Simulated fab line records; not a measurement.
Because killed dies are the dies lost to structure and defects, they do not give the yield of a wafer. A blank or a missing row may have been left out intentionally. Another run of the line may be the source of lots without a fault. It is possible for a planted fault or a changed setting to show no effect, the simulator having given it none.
fab line records :: flow gf180mcu
record:
  lots: 14
  wafers: 42
  last_day: 34
route steps=602 shown V2@387 V3@451 M4@471
lots untouched by any fault: they come from a run of this same line in which no faults occurred
start_h: hours from the record's opening day to when the first of the lot's shown wafers began :: wait_h: hours elapsed since this lot's preceding step :: " repeats the value in the row above :: L1.1+2: a row that stands for several wafers :: - either no value or no given start :: * or withheld: withheld :: < > ~ a bound
route shown NAME@n: names a module that has steps shown in the file, with the first one's number in the route :: usual: the fault-free wafers' mean and standard deviation :: same: alike in all rows :: chamber/n: place in a boat :: sites: readings site by site :: _std_site: standard deviation across them :: _edge_site: the outer-site mean with the inner-site mean subtracted :: radius_mm: how far each site lies from the wafer's centre :: mask NAME#n: copy n :: behind: tool/chamber where the wafer was last shaped :: hold: why the lot went on hold/how many hours it stayed there/how the hold came to an end :: device: names the non-switching transistor (n, p or np) :: end of line: the tests these same wafers got at the end of their route :: step lacking rows: just its recipe :: killed: count of dies lost to structure and defects at first sort (not the wafer's yield) :: map: dies across one wafer; x = killed, . = not, _ = none there
set.NAME: the setting the step ran with; set.NAME@STEP: the setting that earlier step ran with :: model.NAME: the simulator's own value behind a step, which no gauge read
route steps across a sampled set of lots; one table per step, one row per wafer
services: the hour from which a tool's chamber was out of use, counted from the record's first day as start_h (under 0 if before that day), plus the number of hours and why
== steps ==
step: GF_V2_BOW_MEAS_05
recipe:
  mode: bow
usual:
  V2_BOW: 99/7.4
lot.wafer: L646.2
tool: film_metro-03
chamber: -
start_h: 443.60
wait_h: 0.1
V2_BOW[um]: 96

lot.wafer: L646.4
tool: film_metro-03
chamber: -
start_h: 443.60
wait_h: 0.1
V2_BOW[um]: 105

lot.wafer: L646.5
tool: film_metro-03
chamber: -
start_h: 443.60
wait_h: 0.1
V2_BOW[um]: 96

lot.wafer: L647.1
tool: film_metro-01
chamber: -
start_h: 454.53
wait_h: 0.2
V2_BOW[um]: 97

lot.wafer: L647.2
tool: film_metro-01
chamber: -
start_h: 454.53
wait_h: 0.2
V2_BOW[um]: 95

lot.wafer: L647.6
tool: film_metro-01
chamber: -
start_h: 454.53
wait_h: 0.2
V2_BOW[um]: 96

lot.wafer: L648.1
tool: film_metro-03
chamber: -
start_h: 467.91
wait_h: 0.1
V2_BOW[um]: 107

lot.wafer: L648.4
tool: film_metro-03
chamber: -
start_h: 467.91
wait_h: 0.1
V2_BOW[um]: 104

lot.wafer: L648.6
tool: film_metro-03
chamber: -
start_h: 467.91
wait_h: 0.1
V2_BOW[um]: 103

lot.wafer: L650.2
tool: film_metro-01
chamber: -
start_h: 480.56
wait_h: 0.2
V2_BOW[um]: 101

lot.wafer: L650.4
tool: film_metro-01
chamber: -
start_h: 480.56
wait_h: 0.2
V2_BOW[um]: 103

lot.wafer: L650.6
tool: film_metro-01
chamber: -
start_h: 480.56
wait_h: 0.2
V2_BOW[um]: 125

lot.wafer: L651.4
tool: film_metro-04
chamber: -
start_h: 482.07
wait_h: 0.2
V2_BOW[um]: 100

lot.wafer: L651.5
tool: film_metro-04
chamber: -
start_h: 482.07
wait_h: 0.2
V2_BOW[um]: 96

lot.wafer: L651.6
tool: film_metro-04
chamber: -
start_h: 482.07
wait_h: 0.2
V2_BOW[um]: 103

lot.wafer: L652.2
tool: film_metro-01
chamber: -
start_h: 496.94
wait_h: 0.2
V2_BOW[um]: 102

lot.wafer: L652.5
tool: film_metro-01
chamber: -
start_h: 496.94
wait_h: 0.2
V2_BOW[um]: 102

lot.wafer: L652.6
tool: film_metro-01
chamber: -
start_h: 496.94
wait_h: 0.2
V2_BOW[um]: 96

lot.wafer: L655.1
tool: film_metro-03
chamber: -
start_h: 517.28
wait_h: 0.2
V2_BOW[um]: 89

lot.wafer: L655.2
tool: film_metro-03
chamber: -
start_h: 517.28
wait_h: 0.2
V2_BOW[um]: 94

lot.wafer: L655.5
tool: film_metro-03
chamber: -
start_h: 517.28
wait_h: 0.2
V2_BOW[um]: 100

lot.wafer: L656.1
tool: film_metro-03
chamber: -
start_h: 528.13
wait_h: 0.1
V2_BOW[um]: 112

lot.wafer: L656.3
tool: film_metro-03
chamber: -
start_h: 528.13
wait_h: 0.1
V2_BOW[um]: 104

lot.wafer: L656.5
tool: film_metro-03
chamber: -
start_h: 528.13
wait_h: 0.1
V2_BOW[um]: 108

lot.wafer: L662.3
tool: film_metro-03
chamber: -
start_h: 572.07
wait_h: 0.1
V2_BOW[um]: 102

lot.wafer: L662.5
tool: film_metro-03
chamber: -
start_h: 572.07
wait_h: 0.1
V2_BOW[um]: 100

lot.wafer: L662.6
tool: film_metro-03
chamber: -
start_h: 572.07
wait_h: 0.1
V2_BOW[um]: 93

lot.wafer: L663.1
tool: film_metro-04
chamber: -
start_h: 583.58
wait_h: 0.2
V2_BOW[um]: 100

lot.wafer: L663.4
tool: film_metro-04
chamber: -
start_h: 583.58
wait_h: 0.2
V2_BOW[um]: 117

lot.wafer: L663.6
tool: film_metro-04
chamber: -
start_h: 583.58
wait_h: 0.2
V2_BOW[um]: 105

lot.wafer: L664.1
tool: film_metro-01
chamber: -
start_h: 596.67
wait_h: 0.2
V2_BOW[um]: 107

lot.wafer: L664.4
tool: film_metro-01
chamber: -
start_h: 596.67
wait_h: 0.2
V2_BOW[um]: 112

lot.wafer: L664.5
tool: film_metro-01
chamber: -
start_h: 596.67
wait_h: 0.2
V2_BOW[um]: 105

lot.wafer: L666.1
tool: film_metro-03
chamber: -
start_h: 603.69
wait_h: 0.2
V2_BOW[um]: 90

lot.wafer: L666.3
tool: film_metro-03
chamber: -
start_h: 603.69
wait_h: 0.2
V2_BOW[um]: 80

lot.wafer: L666.6
tool: film_metro-03
chamber: -
start_h: 603.69
wait_h: 0.2
V2_BOW[um]: 86

lot.wafer: L667.1
tool: film_metro-01
chamber: -
start_h: 613.48
wait_h: 0.2
V2_BOW[um]: 97

lot.wafer: L667.2
tool: film_metro-01
chamber: -
start_h: 613.48
wait_h: 0.2
V2_BOW[um]: 80

lot.wafer: L667.4
tool: film_metro-01
chamber: -
start_h: 613.48
wait_h: 0.2
V2_BOW[um]: 107

lot.wafer: L668.2
tool: film_metro-03
chamber: -
start_h: 623.01
wait_h: 0.1
V2_BOW[um]: 93

lot.wafer: L668.3
tool: film_metro-03
chamber: -
start_h: 623.01
wait_h: 0.1
V2_BOW[um]: 102

lot.wafer: L668.4
tool: film_metro-03
chamber: -
start_h: 623.01
wait_h: 0.1
V2_BOW[um]: 96
step: GF_V2_SPUTTER_22
recipe:
  material: TiN
  target_thk_nm: 10
  chamber_pressure_pa: 5
  power_w: 4061
  time_s: 40
usual:
  cathode_dc_power_W: 4061.0/0.8
  throttle_valve_pct: 29.9/0.88
lot.wafer: L646.2
tool: pvd_sputter-03
chamber: -
start_h: 469.33
wait_h: 0.0
cathode_dc_power_W: 4061.1
throttle_valve_pct: 30.3

lot.wafer: L646.4
tool: pvd_sputter-03
chamber: -
start_h: 469.33
wait_h: 0.0
cathode_dc_power_W: 4060.8
throttle_valve_pct: 31.1

lot.wafer: L646.5
tool: pvd_sputter-03
chamber: -
start_h: 469.33
wait_h: 0.0
cathode_dc_power_W: 4062.8
throttle_valve_pct: 29.7

lot.wafer: L647.1
tool: pvd_sputter-02
chamber: -
start_h: 479.52
wait_h: 0.0
cathode_dc_power_W: 4060.1
throttle_valve_pct: 30.1

lot.wafer: L647.2
tool: pvd_sputter-02
chamber: -
start_h: 479.52
wait_h: 0.0
cathode_dc_power_W: 4060.3
throttle_valve_pct: 29.5

lot.wafer: L647.6
tool: pvd_sputter-02
chamber: -
start_h: 479.52
wait_h: 0.0
cathode_dc_power_W: 4062.1
throttle_valve_pct: 29.8

lot.wafer: L648.1
tool: pvd_sputter-02
chamber: -
start_h: 492.58
wait_h: 0.0
cathode_dc_power_W: 4060.1
throttle_valve_pct: 30.1

lot.wafer: L648.4
tool: pvd_sputter-02
chamber: -
start_h: 492.58
wait_h: 0.0
cathode_dc_power_W: 4059.9
throttle_valve_pct: 29.8

lot.wafer: L648.6
tool: pvd_sputter-02
chamber: -
start_h: 492.58
wait_h: 0.0
cathode_dc_power_W: 4059.8
throttle_valve_pct: 29.9

lot.wafer: L650.2
tool: pvd_sputter-03
chamber: -
start_h: 504.88
wait_h: 0.0
cathode_dc_power_W: 4060.5
throttle_valve_pct: 30.5

lot.wafer: L650.4
tool: pvd_sputter-03
chamber: -
start_h: 504.88
wait_h: 0.0
cathode_dc_power_W: 4060.4
throttle_valve_pct: 29.5

lot.wafer: L650.6
tool: pvd_sputter-03
chamber: -
start_h: 504.88
wait_h: 0.0
cathode_dc_power_W: 4061.6
throttle_valve_pct: 31.4

lot.wafer: L651.4
tool: pvd_sputter-02
chamber: -
start_h: 506.88
wait_h: 0.0
cathode_dc_power_W: 4060.8
throttle_valve_pct: 29.9

lot.wafer: L651.5
tool: pvd_sputter-02
chamber: -
start_h: 506.88
wait_h: 0.0
cathode_dc_power_W: 4059.6
throttle_valve_pct: 29.9

lot.wafer: L651.6
tool: pvd_sputter-02
chamber: -
start_h: 506.88
wait_h: 0.0
cathode_dc_power_W: 4061.8
throttle_valve_pct: 30.0

lot.wafer: L652.2
tool: pvd_sputter-03
chamber: -
start_h: 521.33
wait_h: 0.0
cathode_dc_power_W: 4060.8
throttle_valve_pct: 31.3

lot.wafer: L652.5
tool: pvd_sputter-03
chamber: -
start_h: 521.33
wait_h: 0.0
cathode_dc_power_W: 4060.5
throttle_valve_pct: 29.1

lot.wafer: L652.6
tool: pvd_sputter-03
chamber: -
start_h: 521.33
wait_h: 0.0
cathode_dc_power_W: 4061.0
throttle_valve_pct: 31.1

lot.wafer: L655.1
tool: pvd_sputter-04
chamber: -
start_h: 540.58
wait_h: 0.0
cathode_dc_power_W: 4060.7
throttle_valve_pct: 29.8

lot.wafer: L655.2
tool: pvd_sputter-04
chamber: -
start_h: 540.58
wait_h: 0.0
cathode_dc_power_W: 4060.4
throttle_valve_pct: 30.4

lot.wafer: L655.5
tool: pvd_sputter-04
chamber: -
start_h: 540.58
wait_h: 0.0
cathode_dc_power_W: 4061.2
throttle_valve_pct: 30.9

lot.wafer: L656.1
tool: pvd_sputter-02
chamber: -
start_h: 551.48
wait_h: 0.0
cathode_dc_power_W: 4061.4
throttle_valve_pct: 27.9

lot.wafer: L656.3
tool: pvd_sputter-02
chamber: -
start_h: 551.48
wait_h: 0.0
cathode_dc_power_W: 4060.8
throttle_valve_pct: 29.7

lot.wafer: L656.5
tool: pvd_sputter-02
chamber: -
start_h: 551.48
wait_h: 0.0
cathode_dc_power_W: 4061.3
throttle_valve_pct: 29.4

lot.wafer: L662.3
tool: pvd_sputter-02
chamber: -
start_h: 594.68
wait_h: 0.0
cathode_dc_power_W: 4060.4
throttle_valve_pct: 29.8

lot.wafer: L662.5
tool: pvd_sputter-02
chamber: -
start_h: 594.68
wait_h: 0.0
cathode_dc_power_W: 4060.2
throttle_valve_pct: 27.9

lot.wafer: L662.6
tool: pvd_sputter-02
chamber: -
start_h: 594.68
wait_h: 0.0
cathode_dc_power_W: 4061.1
throttle_valve_pct: 30.2

lot.wafer: L663.1
tool: pvd_sputter-04
chamber: -
start_h: 605.48
wait_h: 0.0
cathode_dc_power_W: 4061.0
throttle_valve_pct: 29.5

lot.wafer: L663.4
tool: pvd_sputter-04
chamber: -
start_h: 605.48
wait_h: 0.0
cathode_dc_power_W: 4060.7
throttle_valve_pct: 29.8

lot.wafer: L663.6
tool: pvd_sputter-04
chamber: -
start_h: 605.48
wait_h: 0.0
cathode_dc_power_W: 4060.4
throttle_valve_pct: 29.7

lot.wafer: L664.1
tool: pvd_sputter-02
chamber: -
start_h: 618.94
wait_h: 0.0
cathode_dc_power_W: 4060.7
throttle_valve_pct: 29.9

lot.wafer: L664.4
tool: pvd_sputter-02
chamber: -
start_h: 618.94
wait_h: 0.0
cathode_dc_power_W: 4060.1
throttle_valve_pct: 29.7

lot.wafer: L664.5
tool: pvd_sputter-02
chamber: -
start_h: 618.94
wait_h: 0.0
cathode_dc_power_W: 4060.7
throttle_valve_pct: 29.9

lot.wafer: L666.1
tool: pvd_sputter-04
chamber: -
start_h: 625.13
wait_h: 0.0
cathode_dc_power_W: 4062.4
throttle_valve_pct: 30.5

lot.wafer: L666.3
tool: pvd_sputter-04
chamber: -
start_h: 625.13
wait_h: 0.0
cathode_dc_power_W: 4062.4
throttle_valve_pct: 29.9

lot.wafer: L666.6
tool: pvd_sputter-04
chamber: -
start_h: 625.13
wait_h: 0.0
cathode_dc_power_W: 4061.2
throttle_valve_pct: 30.4

lot.wafer: L667.1
tool: pvd_sputter-02
chamber: -
start_h: 635.58
wait_h: 0.0
cathode_dc_power_W: 4061.0
throttle_valve_pct: 27.8

lot.wafer: L667.2
tool: pvd_sputter-02
chamber: -
start_h: 635.58
wait_h: 0.0
cathode_dc_power_W: 4062.0
throttle_valve_pct: 29.8

lot.wafer: L667.4
tool: pvd_sputter-02
chamber: -
start_h: 635.58
wait_h: 0.0
cathode_dc_power_W: 4060.4
throttle_valve_pct: 30.1

lot.wafer: L668.2
tool: pvd_sputter-04
chamber: -
start_h: 644.84
wait_h: 0.0
cathode_dc_power_W: 4060.1
throttle_valve_pct: 30.3

lot.wafer: L668.3
tool: pvd_sputter-04
chamber: -
start_h: 644.84
wait_h: 0.0
cathode_dc_power_W: 4061.3
throttle_valve_pct: 30.5

lot.wafer: L668.4
tool: pvd_sputter-04
chamber: -
start_h: 644.84
wait_h: 0.0
cathode_dc_power_W: 4061.5
throttle_valve_pct: 29.8
step: GF_V3_SPUTTER_22
recipe:
  material: TiN
  target_thk_nm: 10
  chamber_pressure_pa: 5
  power_w: 4000
  time_s: 40
usual:
  cathode_dc_power_W: 4000.0/0.71
  throttle_valve_pct: 29.7/0.85
lot.wafer: L646.2
tool: pvd_sputter-04
chamber: -
start_h: 520.27
wait_h: 0.0
cathode_dc_power_W: 3999.9
throttle_valve_pct: 29.6

lot.wafer: L646.4
tool: pvd_sputter-04
chamber: -
start_h: 520.27
wait_h: 0.0
cathode_dc_power_W: 3999.7
throttle_valve_pct: 29.6

lot.wafer: L646.5
tool: pvd_sputter-04
chamber: -
start_h: 520.27
wait_h: 0.0
cathode_dc_power_W: 4000.4
throttle_valve_pct: 29.8

lot.wafer: L647.1
tool: pvd_sputter-02
chamber: -
start_h: 529.48
wait_h: 0.0
cathode_dc_power_W: 3999.7
throttle_valve_pct: 29.7

lot.wafer: L647.2
tool: pvd_sputter-02
chamber: -
start_h: 529.48
wait_h: 0.0
cathode_dc_power_W: 3999.8
throttle_valve_pct: 29.6

lot.wafer: L647.6
tool: pvd_sputter-02
chamber: -
start_h: 529.48
wait_h: 0.0
cathode_dc_power_W: 4000.0
throttle_valve_pct: 29.9

lot.wafer: L648.1
tool: pvd_sputter-02
chamber: -
start_h: 542.56
wait_h: 0.0
cathode_dc_power_W: 3999.3
throttle_valve_pct: 28.0

lot.wafer: L648.4
tool: pvd_sputter-02
chamber: -
start_h: 542.56
wait_h: 0.0
cathode_dc_power_W: 3999.9
throttle_valve_pct: 29.8

lot.wafer: L648.6
tool: pvd_sputter-02
chamber: -
start_h: 542.56
wait_h: 0.0
cathode_dc_power_W: 3999.5
throttle_valve_pct: 27.8

lot.wafer: L650.2
tool: pvd_sputter-04
chamber: -
start_h: 553.37
wait_h: 0.0
cathode_dc_power_W: 3999.8
throttle_valve_pct: 29.6

lot.wafer: L650.4
tool: pvd_sputter-04
chamber: -
start_h: 553.37
wait_h: 0.0
cathode_dc_power_W: 3999.9
throttle_valve_pct: 30.8

lot.wafer: L650.6
tool: pvd_sputter-04
chamber: -
start_h: 553.37
wait_h: 0.0
cathode_dc_power_W: 3999.9
throttle_valve_pct: 29.7

lot.wafer: L651.4
tool: pvd_sputter-04
chamber: -
start_h: 555.38
wait_h: 0.0
cathode_dc_power_W: 3998.9
throttle_valve_pct: 30.6

lot.wafer: L651.5
tool: pvd_sputter-04
chamber: -
start_h: 555.38
wait_h: 0.0
cathode_dc_power_W: 4000.0
throttle_valve_pct: 30.4

lot.wafer: L651.6
tool: pvd_sputter-04
chamber: -
start_h: 555.38
wait_h: 0.0
cathode_dc_power_W: 3999.4
throttle_valve_pct: 30.7

lot.wafer: L652.2
tool: pvd_sputter-02
chamber: -
start_h: 569.70
wait_h: 0.0
cathode_dc_power_W: 3999.8
throttle_valve_pct: 29.9

lot.wafer: L652.5
tool: pvd_sputter-02
chamber: -
start_h: 569.70
wait_h: 0.0
cathode_dc_power_W: 3998.1
throttle_valve_pct: 30.1

lot.wafer: L652.6
tool: pvd_sputter-02
chamber: -
start_h: 569.70
wait_h: 0.0
cathode_dc_power_W: 4000.3
throttle_valve_pct: 29.9

lot.wafer: L655.1
tool: pvd_sputter-01
chamber: -
start_h: 587.53
wait_h: 0.0
cathode_dc_power_W: 4400.2
throttle_valve_pct: 28.9

lot.wafer: L655.2
tool: pvd_sputter-01
chamber: -
start_h: 587.53
wait_h: 0.0
cathode_dc_power_W: 4400.7
throttle_valve_pct: 30.1

lot.wafer: L655.5
tool: pvd_sputter-01
chamber: -
start_h: 587.53
wait_h: 0.0
cathode_dc_power_W: 4401.8
throttle_valve_pct: 30.7

lot.wafer: L656.1
tool: pvd_sputter-01
chamber: -
start_h: 598.31
wait_h: 0.0
cathode_dc_power_W: 4401.2
throttle_valve_pct: 30.3

lot.wafer: L656.3
tool: pvd_sputter-01
chamber: -
start_h: 598.31
wait_h: 0.0
cathode_dc_power_W: 4401.1
throttle_valve_pct: 30.5

lot.wafer: L656.5
tool: pvd_sputter-01
chamber: -
start_h: 598.31
wait_h: 0.0
cathode_dc_power_W: 4400.2
throttle_valve_pct: 28.8

lot.wafer: L662.3
tool: pvd_sputter-04
chamber: -
start_h: 639.49
wait_h: 0.0
cathode_dc_power_W: 3998.8
throttle_valve_pct: 29.8

lot.wafer: L662.5
tool: pvd_sputter-04
chamber: -
start_h: 639.49
wait_h: 0.0
cathode_dc_power_W: 4000.2
throttle_valve_pct: 29.7

lot.wafer: L662.6
tool: pvd_sputter-04
chamber: -
start_h: 639.49
wait_h: 0.0
cathode_dc_power_W: 3999.5
throttle_valve_pct: 29.7

lot.wafer: L663.1
tool: pvd_sputter-04
chamber: -
start_h: 649.57
wait_h: 0.0
cathode_dc_power_W: 4000.7
throttle_valve_pct: 29.8

lot.wafer: L663.4
tool: pvd_sputter-04
chamber: -
start_h: 649.57
wait_h: 0.0
cathode_dc_power_W: 4000.8
throttle_valve_pct: 30.8

lot.wafer: L663.6
tool: pvd_sputter-04
chamber: -
start_h: 649.57
wait_h: 0.0
cathode_dc_power_W: 4000.6
throttle_valve_pct: 30.6

lot.wafer: L664.1
tool: pvd_sputter-02
chamber: -
start_h: 662.03
wait_h: 0.0
cathode_dc_power_W: 3999.8
throttle_valve_pct: 27.9

lot.wafer: L664.4
tool: pvd_sputter-02
chamber: -
start_h: 662.03
wait_h: 0.0
cathode_dc_power_W: 4001.4
throttle_valve_pct: 29.9

lot.wafer: L664.5
tool: pvd_sputter-02
chamber: -
start_h: 662.03
wait_h: 0.0
cathode_dc_power_W: 3999.7
throttle_valve_pct: 27.6

lot.wafer: L666.1
tool: pvd_sputter-02
chamber: -
start_h: 667.66
wait_h: 0.0
cathode_dc_power_W: 3999.9
throttle_valve_pct: 30.2

lot.wafer: L666.3
tool: pvd_sputter-02
chamber: -
start_h: 667.66
wait_h: 0.0
cathode_dc_power_W: 3999.9
throttle_valve_pct: 27.9

lot.wafer: L666.6
tool: pvd_sputter-02
chamber: -
start_h: 667.66
wait_h: 0.0
cathode_dc_power_W: 4000.8
throttle_valve_pct: 27.7

lot.wafer: L667.1
tool: pvd_sputter-02
chamber: -
start_h: 678.17
wait_h: 0.0
cathode_dc_power_W: 3999.3
throttle_valve_pct: 29.7

lot.wafer: L667.2
tool: pvd_sputter-02
chamber: -
start_h: 678.17
wait_h: 0.0
cathode_dc_power_W: 3999.0
throttle_valve_pct: 29.9

lot.wafer: L667.4
tool: pvd_sputter-02
chamber: -
start_h: 678.17
wait_h: 0.0
cathode_dc_power_W: 4000.3
throttle_valve_pct: 29.8

lot.wafer: L668.2
tool: pvd_sputter-01
chamber: -
start_h: 687.11
wait_h: 0.0
cathode_dc_power_W: 4000.8
throttle_valve_pct: 30.4

lot.wafer: L668.3
tool: pvd_sputter-01
chamber: -
start_h: 687.11
wait_h: 0.0
cathode_dc_power_W: 3998.5
throttle_valve_pct: 28.8

lot.wafer: L668.4
tool: pvd_sputter-01
chamber: -
start_h: 687.11
wait_h: 0.0
cathode_dc_power_W: 3999.4
throttle_valve_pct: 30.4
step: GF_M4_OVL_MEAS_15
usual:
  M4_OVL: 0/5.1
lot.wafer: L646.2
tool: overlay-02
chamber: -
start_h: 543.77
wait_h: 0.1
M4_OVL[nm]: 8

lot.wafer: L646.4
tool: overlay-02
chamber: -
start_h: 543.77
wait_h: 0.1
M4_OVL[nm]: 1

lot.wafer: L646.5
tool: overlay-02
chamber: -
start_h: 543.77
wait_h: 0.1
M4_OVL[nm]: 2

lot.wafer: L647.1
tool: overlay-02
chamber: -
start_h: 552.37
wait_h: 0.1
M4_OVL[nm]: -10

lot.wafer: L647.2
tool: overlay-02
chamber: -
start_h: 552.37
wait_h: 0.1
M4_OVL[nm]: 6

lot.wafer: L647.6
tool: overlay-02
chamber: -
start_h: 552.37
wait_h: 0.1
M4_OVL[nm]: 6

lot.wafer: L648.1
tool: overlay-01
chamber: -
start_h: 565.82
wait_h: 0.1
M4_OVL[nm]: 3

lot.wafer: L648.4
tool: overlay-01
chamber: -
start_h: 565.82
wait_h: 0.1
M4_OVL[nm]: -2

lot.wafer: L648.6
tool: overlay-01
chamber: -
start_h: 565.82
wait_h: 0.1
M4_OVL[nm]: -1

lot.wafer: L650.2
tool: overlay-01
chamber: -
start_h: 576.32
wait_h: 0.1
M4_OVL[nm]: 5

lot.wafer: L650.4
tool: overlay-01
chamber: -
start_h: 576.32
wait_h: 0.1
M4_OVL[nm]: 7

lot.wafer: L650.6
tool: overlay-01
chamber: -
start_h: 576.32
wait_h: 0.1
M4_OVL[nm]: -7

lot.wafer: L651.4
tool: overlay-02
chamber: -
start_h: 577.61
wait_h: 0.1
M4_OVL[nm]: 2

lot.wafer: L651.5
tool: overlay-02
chamber: -
start_h: 577.61
wait_h: 0.1
M4_OVL[nm]: 8

lot.wafer: L651.6
tool: overlay-02
chamber: -
start_h: 577.61
wait_h: 0.1
M4_OVL[nm]: 4

lot.wafer: L652.2
tool: overlay-02
chamber: -
start_h: 592.13
wait_h: 0.1
M4_OVL[nm]: -1

lot.wafer: L652.5
tool: overlay-02
chamber: -
start_h: 592.13
wait_h: 0.1
M4_OVL[nm]: -4

lot.wafer: L652.6
tool: overlay-02
chamber: -
start_h: 592.13
wait_h: 0.1
M4_OVL[nm]: -1

lot.wafer: L655.1
tool: overlay-02
chamber: -
start_h: 609.02
wait_h: 0.1
M4_OVL[nm]: 6

lot.wafer: L655.2
tool: overlay-02
chamber: -
start_h: 609.02
wait_h: 0.1
M4_OVL[nm]: -6

lot.wafer: L655.5
tool: overlay-02
chamber: -
start_h: 609.02
wait_h: 0.1
M4_OVL[nm]: -2

lot.wafer: L656.1
tool: overlay-02
chamber: -
start_h: 620.02
wait_h: 0.1
M4_OVL[nm]: 1

lot.wafer: L656.3
tool: overlay-02
chamber: -
start_h: 620.02
wait_h: 0.1
M4_OVL[nm]: 2

lot.wafer: L656.5
tool: overlay-02
chamber: -
start_h: 620.02
wait_h: 0.1
M4_OVL[nm]: 4

lot.wafer: L662.3
tool: overlay-02
chamber: -
start_h: 659.83
wait_h: 0.1
M4_OVL[nm]: -3

lot.wafer: L662.5
tool: overlay-02
chamber: -
start_h: 659.83
wait_h: 0.1
M4_OVL[nm]: 4

lot.wafer: L662.6
tool: overlay-02
chamber: -
start_h: 659.83
wait_h: 0.1
M4_OVL[nm]: -2

lot.wafer: L663.1
tool: overlay-01
chamber: -
start_h: 670.32
wait_h: 0.1
M4_OVL[nm]: -3

lot.wafer: L663.4
tool: overlay-01
chamber: -
start_h: 670.32
wait_h: 0.1
M4_OVL[nm]: -3

lot.wafer: L663.6
tool: overlay-01
chamber: -
start_h: 670.32
wait_h: 0.1
M4_OVL[nm]: -3

lot.wafer: L664.1
tool: overlay-01
chamber: -
start_h: 682.39
wait_h: 0.1
M4_OVL[nm]: -12

lot.wafer: L664.4
tool: overlay-01
chamber: -
start_h: 682.39
wait_h: 0.1
M4_OVL[nm]: -7

lot.wafer: L664.5
tool: overlay-01
chamber: -
start_h: 682.39
wait_h: 0.1
M4_OVL[nm]: -6

lot.wafer: L666.1
tool: overlay-01
chamber: -
start_h: 687.92
wait_h: 0.1
M4_OVL[nm]: 1

lot.wafer: L666.3
tool: overlay-01
chamber: -
start_h: 687.92
wait_h: 0.1
M4_OVL[nm]: -4

lot.wafer: L666.6
tool: overlay-01
chamber: -
start_h: 687.92
wait_h: 0.1
M4_OVL[nm]: -14

lot.wafer: L667.1
tool: overlay-02
chamber: -
start_h: 697.85
wait_h: 0.1
M4_OVL[nm]: -9

lot.wafer: L667.2
tool: overlay-02
chamber: -
start_h: 697.85
wait_h: 0.1
M4_OVL[nm]: -2

lot.wafer: L667.4
tool: overlay-02
chamber: -
start_h: 697.85
wait_h: 0.1
M4_OVL[nm]: 5

lot.wafer: L668.2
tool: overlay-01
chamber: -
start_h: 706.81
wait_h: 0.1
M4_OVL[nm]: 3

lot.wafer: L668.3
tool: overlay-01
chamber: -
start_h: 706.81
wait_h: 0.1
M4_OVL[nm]: 3

lot.wafer: L668.4
tool: overlay-01
chamber: -
start_h: 706.81
wait_h: 0.1
M4_OVL[nm]: 1
== services ==
tool: pvd_sputter-01
chamber: -
start_h: 463.74
hours: 5.0
kind: repair

tool: pvd_sputter-03
chamber: -
start_h: 471.36
hours: 2.3
kind: repair

tool: pvd_sputter-04
chamber: -
start_h: 491.11
hours: 1.5
kind: repair

tool: pvd_sputter-04
chamber: -
start_h: 572.58
hours: 6.7
kind: repair

tool: pvd_sputter-02
chamber: -
start_h: 584.77
hours: 2.3
kind: repair

tool: pvd_sputter-04
chamber: -
start_h: 592.20
hours: 2.5
kind: repair

tool: pvd_sputter-03
chamber: -
start_h: 635.11
hours: 3.2
kind: repair
== key ==
first_sign:
  step: GF_V3_SPUTTER_22
  reading: cathode_dc_power_W
  direction: up
  sigmas: 99+
  usual: 4000.0
  struck: 4400.9
effect none on later readings
met_at GF_V3_SPUTTER_22
struck_lots L655,L656
not_acting_at GF_V2_BOW_MEAS_05,GF_V2_SPUTTER_22,GF_M4_OVL_MEAS_15
fault:
  kind: process_parameter_drift
  tool: pvd_sputter-01
  chamber: -
  onset_h: 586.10
  steps: GF_V3_SPUTTER_22
  channel: power_w
  offset: 401.48
  shape: step
  end_h: 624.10
  acts_in: these_recipes_only
  stated: 4000
